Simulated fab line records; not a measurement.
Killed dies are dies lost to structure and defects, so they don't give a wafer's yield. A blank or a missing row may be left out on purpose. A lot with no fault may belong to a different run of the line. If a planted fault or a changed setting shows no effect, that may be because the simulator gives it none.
Which tool did it? ; flow gf180mcu ; 13 lots, 39 wafers sampled, at 5 steps of a route of 602

## WHAT EACH GAUGE READ, for each wafer
GF_CONTACT_BOW_MEAS_05.
lot;measured;on;CONTACT_BOW (um)
L592;day 15 05:38;film-metro-03;51 68 71
L593;day 15 11:47;film-metro-01;59 56 71
L594;day 15 23:32;film-metro-01;76 73 63
L595;day 16 08:13;film-metro-02;75 49 66
L596;day 16 16:17;film-metro-03;74 62 72
L597;day 17 04:14;film-metro-03;64 70 61
L598;day 17 10:17;film-metro-03;60 67 59
L599;day 18 03:05;film-metro-03;65 57 65
L602;day 19 02:32;film-metro-02;68 77 54
L606;day 20 10:49;film-metro-03;63 77 68
L607;day 20 13:40;film-metro-03;62 73 59
L609;day 21 10:43;film-metro-03;85 68 70
L612;day 22 09:59;film-metro-02;58 66 52

GF_CONTACT_CD_MEAS_14: the cd target is 220 nm.
lot;measured;on;cd-nm (nm)
L592;day 16 03:35;cd-sem-02;218.7 216.9 218.2
L593;day 16 09:20;cd-sem-01;221.9 219.8 220.7
L594;day 16 22:07;cd-sem-01;223.5 220.4 221.7
L595;day 17 06:35;cd-sem-01;219.2 217.9 218.7
L596;day 17 15:06;cd-sem-02;219.8 220.0 220.7
L597;day 18 03:35;cd-sem-02;220.2 220.8 220.3
L598;day 18 09:53;cd-sem-02;218.7 218.9 217.5
L599;day 19 03:28;cd-sem-01;218.0 220.8 220.4
L602;day 20 03:02;cd-sem-01;239.2 239.6 240.2
L606;day 21 10:35;cd-sem-01;221.6 220.5 221.5
L607;day 21 14:09;cd-sem-02;235.2 235.5 236.5
L609;day 22 10:43;cd-sem-01;221.2 220.6 219.7
L612;day 23 09:52;cd-sem-01;219.0 220.0 220.9

## EACH LOT AND THE TOOL THAT RAN IT (in order: tool; ch and the chambers of the sampled wafers; start)
lot;GF_SALICIDE_RTA_06;GF_SALICIDE_RTA_08;GF_CONTACT_EXPOSE_11
L592;rtp-anneal-01 ch 0, day 15 04:40;rtp-anneal-02 ch 0, day 15 04:54;krf-scanner-01 ch 0, day 15 16:38
L593;rtp-anneal-01 ch 0, day 15 10:56;rtp-anneal-02 ch 0, day 15 11:08;krf-scanner-02 ch 0, day 15 22:46
L594;rtp-anneal-02 ch 0, day 15 22:43;rtp-anneal-01 ch 0, day 15 22:55;krf-scanner-02 ch 0, day 16 10:49
L595;rtp-anneal-01 ch 0, day 16 07:19;rtp-anneal-02 ch 0, day 16 07:35;krf-scanner-02 ch 0, day 16 19:38
L596;rtp-anneal-02 ch 0, day 16 15:26;rtp-anneal-02 ch 0, day 16 15:38;krf-scanner-02 ch 0, day 17 03:41
L597;rtp-anneal-02 ch 0, day 17 03:20;rtp-anneal-02 ch 0, day 17 03:32;krf-scanner-01 ch 0, day 17 15:58
L598;rtp-anneal-02 ch 0, day 17 09:27;rtp-anneal-02 ch 0, day 17 09:39;krf-scanner-02 ch 0, day 17 22:32
L599;rtp-anneal-02 ch 0, day 18 01:59;rtp-anneal-01 ch 0, day 18 02:26;krf-scanner-01 ch 0, day 18 15:12
L602;rtp-anneal-02 ch 0, day 19 01:40;rtp-anneal-01 ch 0, day 19 01:52;krf-scanner-01 ch 0, day 19 14:29
L606;rtp-anneal-02 ch 0, day 20 09:59;rtp-anneal-01 ch 0, day 20 10:11;krf-scanner-02 ch 0, day 20 22:53
L607;rtp-anneal-02 ch 0, day 20 12:49;rtp-anneal-01 ch 0, day 20 13:01;krf-scanner-01 ch 0, day 21 02:26
L609;rtp-anneal-01 ch 0, day 21 09:53;rtp-anneal-02 ch 0, day 21 10:05;krf-scanner-02 ch 0, day 21 22:52
L612;rtp-anneal-01 ch 0, day 22 09:07;rtp-anneal-02 ch 0, day 22 09:19;krf-scanner-02 ch 0, day 22 22:11
- GF_SALICIDE_RTA_06: time 30 s.
- GF_SALICIDE_RTA_08: time 30 s.
- GF_CONTACT_EXPOSE_11: exposes mask Contact, target cd 220 nm.

## WHAT THE TOOLS THEMSELVES READ (means of the sampled wafers that have a number; where no wafer has one, the mark that the record gives instead)
GF_SALICIDE_RTA_06.
lot;tool;anneal-temp-c-max;lamp-power-pct (%);wafer_temp_C_max
L592;rtp-anneal-01;532.3;7.0;532.7
L593;rtp-anneal-01;532.1;7.0;532.8
L594;rtp-anneal-02;532.4;6.0;532.3
L595;rtp-anneal-01;532.6;7.0;532.6
L596;rtp-anneal-02;533.1;6.0;532.9
L597;rtp-anneal-02;534.0;6.0;532.3
L598;rtp-anneal-02;533.1;6.0;531.8
L599;rtp-anneal-02;533.1;6.0;531.7
L602;rtp-anneal-02;533.1;6.0;532.2
L606;rtp-anneal-02;532.8;6.0;532.2
L607;rtp-anneal-02;532.7;6.0;532.6
L609;rtp-anneal-01;532.0;7.0;533.2
L612;rtp-anneal-01;532.2;7.0;533.2

GF_SALICIDE_RTA_08.
lot;tool;anneal-temp-c-max;lamp-power-pct (%);wafer_temp_C_max
L592;rtp-anneal-02;803.7;16.7;803.3
L593;rtp-anneal-02;804.5;16.7;804.1
L594;rtp-anneal-01;803.9;19.5;803.8
L595;rtp-anneal-02;804.4;16.7;803.0
L596;rtp-anneal-02;805.3;16.7;803.2
L597;rtp-anneal-02;805.1;16.7;803.5
L598;rtp-anneal-02;804.3;16.7;803.4
L599;rtp-anneal-01;802.7;19.5;804.8
L602;rtp-anneal-01;803.2;19.6;803.9
L606;rtp-anneal-01;803.9;19.5;805.2
L607;rtp-anneal-01;802.8;19.5;803.9
L609;rtp-anneal-02;804.7;16.7;804.2
L612;rtp-anneal-02;804.2;16.7;804.1

GF_CONTACT_EXPOSE_11.
lot;tool;exposure-dose-mJ-cm2
L592;krf-scanner-01;37.88
L593;krf-scanner-02;37.99
L594;krf-scanner-02;37.94
L595;krf-scanner-02;37.95
L596;krf-scanner-02;37.98
L597;krf-scanner-01;37.94
L598;krf-scanner-02;37.91
L599;krf-scanner-01;37.95
L602;krf-scanner-01;42.80
L606;krf-scanner-02;37.98
L607;krf-scanner-01;41.78
L609;krf-scanner-02;37.97
L612;krf-scanner-02;37.95

## THE ANSWER, worked out from the rows above alone
Rule: usual is defined by the lots themselves. The widest of any qualifying gaps counts: lots, ordered by their means at a reading, are off when they make up no more than a third of the lots, leave a main group of 4 or more, and stand apart from it by 3 or more times the standard deviation of that group's means. Not used: any main group whose means are identical at the precision the tables above print for the reading. Also off: a lot with no number at a reading for which 4 or more lots have one. Any other lot the step has rows for is counted as sound. First the gauges in route order, then the tools' own readings, where a lot's mean is used as printed above. The first step at which some lot is off is used, and at that step the reading that is off furthest; a lot without a number counts as furthest.
Off: L602, L607 (GF_CONTACT_CD_MEAS_14, cd-nm). The main group: mean 220.0 nm, standard deviation 1.2.
A tool fits if, at a process step before that reading, it ran every lot that is off, and no sound lot after the first of them. Not tried: the gauges at GF_CONTACT_CD_MEAS_14; whatever is off there is also off at GF_CONTACT_EXPOSE_11, on other tools, and gauge error can't account for it. One candidate fits, namely krf-scanner-01 at GF_CONTACT_EXPOSE_11. Its last sound lot is L599 (day 18 15:12), its first lot that is off L602 (day 19 14:29): a fault that began between those two fits.
The tool's own readings at GF_CONTACT_EXPOSE_11 bear it out: on the lots that are off they differ by more than 5 times the standard deviation of the sound lots' means. exposure-dose-mJ-cm2 reads 42.29 there against 37.95 on the sound lots.

## WHAT THE SIMULATOR PUT IN
Drift in process parameters on krf-scanner-01 at GF_CONTACT_EXPOSE_11, starting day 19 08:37. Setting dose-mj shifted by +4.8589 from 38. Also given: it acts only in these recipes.
Shown lots that were struck: L602, L607. The rule above found the same.
